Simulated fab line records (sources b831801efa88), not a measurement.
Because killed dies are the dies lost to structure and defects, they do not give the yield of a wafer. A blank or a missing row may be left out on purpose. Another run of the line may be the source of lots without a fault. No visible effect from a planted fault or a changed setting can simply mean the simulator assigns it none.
8D (eight disciplines) problem report, filled in by code    flow gf180mcu    the parts of the form that need people (team, actions taken, sign-off) are left out

== 1. PROBLEM STATEMENT ==
Mean V5_W_RS at GF_V5_RS_MEAS_24: 0.3012 ohm/sq over 9 wafers in 3 lots; fault-free wafers: 0.3272 ohm/sq, standard deviation 0.0025. Relative to the usual mean, that is a shift of -10 standard deviations.
The step: measures by four-point-probe.
Earliest sighting: wafer L580.1 on film-metro-02 at day 27 21:54. The record holds 33 wafers of 11 lots with a number at this step. Rule for "out" (also "out of limits"): further than 4 standard deviations from the usual mean. Any other wafer with a number is counted as sound.

== 2. WHAT IT IS; WHAT IT IS NOT ==
question                     is                                           is not
which readings at this step  V5_W_RS                                      -
which lots                   L580, L581, L582                             L578, L579, L590, L591, L593, L595, L600, L601
which wafers of those lots   all that have a number                       -
read on which gauges         film-metro-02, film-metro-03, film-metro-04  -
when                         from day 27 21:54                            up to then (6 sound wafers); but 18 sound wafers of L590, L591, L593, L595, L600, L601 came after

== 3. THE SUSPECTS, EACH WITH WHAT RULES IT OUT ==
Counting: a tool at any process step up to the reading remains a suspect when it ran all the lots that are out and ran no sound lot after the first of those.
- ruled out: the gauge at GF_V5_RS_MEAS_24. 3 gauges (film-metro-02, film-metro-03, film-metro-04) read the wafers that are out.
- pvd-sputter-04 at GF_V4_SPUTTER_21 (material Ti, target thk 15 nm, time 80.02 s): ruled out as a lasting fault. After its first lot that is out, L580 (day 25 04:10), sound lots L591, L593 ran on it.
- cvd-w-02 at GF_V5_CVD_23 (deposits W, target thk 350 nm, time 104.9 s): ruled out as a lasting fault. After its first lot that is out, L580 (day 27 21:47), sound lots L590, L593, L595, L600, L601 ran on it.
Left after counting: nothing in the record.

== 4. THE CAUSE (what the simulator had put in) ==
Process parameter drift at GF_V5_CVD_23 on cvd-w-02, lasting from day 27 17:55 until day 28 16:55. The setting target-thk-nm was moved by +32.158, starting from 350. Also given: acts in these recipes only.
Counting ruled it out, wrongly: the rule takes a fault to strike every lot that its tool runs from its start on, and this one did not.

== 5. THE CHAIN OF EFFECTS, in route order ==
Each row: a reading whose mean over the struck wafers that have a number lies more than 3 standard deviations from the usual. Scope: only readings with a usual standard deviation given in the record; hours: median across lots of the time from each lot's start at the first step in this table that gives one to its start at this step; sigmas: change in usual standard deviations.
hours  step               reading   usual          on struck wafers  change   sigmas
0      GF_V5_RS_MEAS_24   V5_W_RS   0.3272 ohm/sq  0.3012            -0.0260  -10
0      GF_V5_THK_MEAS_25  V5_W_THK  360 nm         393               +33      +8.1

== 6. HOW IT WOULD HAVE BEEN CAUGHT EARLIER ==
The first out-of-limits reading at a measuring or inspecting step in this record came at day 27 21:54, 4 hours after the fault's start at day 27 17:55.
Of the tool readings at GF_V5_CVD_23 for which the record gives a usual standard deviation, none was out on any struck wafer, so an alarm limit of 4 standard deviations on them would not have fired.
